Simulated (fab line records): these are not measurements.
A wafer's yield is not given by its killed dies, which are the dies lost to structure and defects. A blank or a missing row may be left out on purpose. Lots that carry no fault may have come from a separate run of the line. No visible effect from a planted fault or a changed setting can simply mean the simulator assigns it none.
2 desks, one fault / flow gf180mcu / only its own numbers are on each desk; what lay behind them is given at the end

== AT THE METROLOGY DESK ==
What the gauges read for every lot (on any tool): the sampled wafers with a number, averaged. A lot is out of limits, marked OUT, if its mean lies more than 4 standard deviations from the usual mean; the brackets give that distance.
Columns: A = cdNm at GF_V4_CD_MEAS_14, usual 259.8 nm; B = V4_OVL at GF_V4_OVL_MEAS_15, usual -1 nm
lot=L730; first seen here=day 25 21:41; A=261.1; B=4
lot=L732; first seen here=day 26 20:15; A=259.3; B=3
lot=L736; first seen here=day 28 01:32; A=259.7; B=-4
lot=L738; first seen here=day 28 09:20; A=260.1; B=2
lot=L741; first seen here=day 29 09:58; A=258.9; B=-1
lot=L743; first seen here=day 29 23:19; A=257.8; B=2
Result from this desk: across the 6 lots, nothing is out of limits.

== TOOL OWNER'S DESK, pvdSputter-04 ==
At GF_V4_SPUTTER_22 (material TiN, target thk 10 nm, time 40 s) the tool's own readings: per lot run on this tool, the mean of the sampled wafers that have a number. A lot is out of limits, marked OUT, if its mean lies more than 4 standard deviations from the usual mean; the brackets give that distance.
Columns: A = chamberPressurePa at GF_V4_SPUTTER_22, usual 5.002 Pa; B = throttleValvePct at GF_V4_SPUTTER_22, usual 29.8 %
lot=L730; first seen here=day 25 22:34; A=5.004; B=29.4
lot=L736; first seen here=day 28 02:23; A=4.747 (-28) OUT; B=31.0
lot=L738; first seen here=day 28 10:13; A=4.885 (-13) OUT; B=30.3
This desk's finding: out of limits on L736, L738; first on L736, day 28 02:23 (chamberPressurePa at GF_V4_SPUTTER_22). L730 stayed within limits.

== ALL TOGETHER ==
The tool owner's desk could have raised an alarm at day 28 02:23, on L736, L738.
From the metrology desk's view, nothing was out of limits.
The metrology desk holds a record of L736, L738, inside its limits.
GF_V4_SPUTTER_22 was run on pvdSputter-04 by each of the lots named.

== WHAT WAS PUT IN BY THE SIMULATOR ==
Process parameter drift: pvdSputter-04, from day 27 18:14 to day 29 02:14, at GF_V4_SPUTTER_22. A move of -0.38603 in setting chamberPressurePa, from 5. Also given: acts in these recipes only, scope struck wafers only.
Shown lots that were struck: L736, L738.
Each desk's first reading out of limits, in hours after the fault started: the tool owner's desk, 8.
